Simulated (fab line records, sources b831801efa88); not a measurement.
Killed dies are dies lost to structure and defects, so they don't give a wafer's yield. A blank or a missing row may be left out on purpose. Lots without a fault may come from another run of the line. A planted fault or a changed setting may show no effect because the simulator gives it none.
Chamber matching | flow gf180mcu | GF_POLY_GATE_ETCH_13 on rie_si-02: 4 sister chambers
The step etches poly-Si in HBr/Cl2, stops on SiO2, target depth 198.5 nm, time 69.6 s. 4 wafers are shown with their chamber, then 9 later ones without.

WAFERS WITH THEIR CHAMBER
wafer  | chamber | oes_product_au (a.u.)
L870.3 | 1       | 1.021
L875.2 | 0       | 0.996
L875.5 | 3       | 0.995
L875.6 | 2       | 1.005

WAFERS WITHOUT THEIR CHAMBER
wafer  | oes_product_au (a.u.)
L877.2 | 1.024
L877.3 | 0.995
L877.4 | 0.992
L878.1 | 1.040
L878.2 | 1.004
L878.6 | 1.017
L887.2 | 0.953
L887.4 | 1.012
L887.5 | 1.025

WHICH CHAMBER EACH WENT THROUGH
wafer  | from the rows above               | in truth
L877.2 | can't be placed: 1 or 2 or 0 or 3 | 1
L877.3 | can't be placed: 3 or 0 or 2 or 1 | 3
L877.4 | can't be placed: 3 or 0 or 2 or 1 | 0
L878.1 | can't be placed: 1 or 2 or 0 or 3 | 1
L878.2 | can't be placed: 2 or 0 or 3 or 1 | 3
L878.6 | can't be placed: 1 or 2 or 0 or 3 | 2
L887.2 | can't be placed: 3 or 0 or 2 or 1 | 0
L887.4 | can't be placed: 2 or 1 or 0 or 3 | 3
L887.5 | can't be placed: 1 or 2 or 0 or 3 | 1
Placed correctly: 0 of 9. Can't be placed from these rows: 9 (the true chamber is among the candidates in 9). Placed wrongly: 0.
How it was worked out, from the rows above alone: a wafer's distance from a chamber is the root of the sum, over the readings, of the square of ((its reading less the chamber's mean) divided by the reading's scatter). The wafer belongs to the nearest chamber; if the next one is less than 2 further off, it can't be placed. A chamber's mean is the mean of its shown wafers. The scatter: with one shown wafer a chamber, the root of the mean of the squares of how far each hidden wafer lies from its nearest shown one.
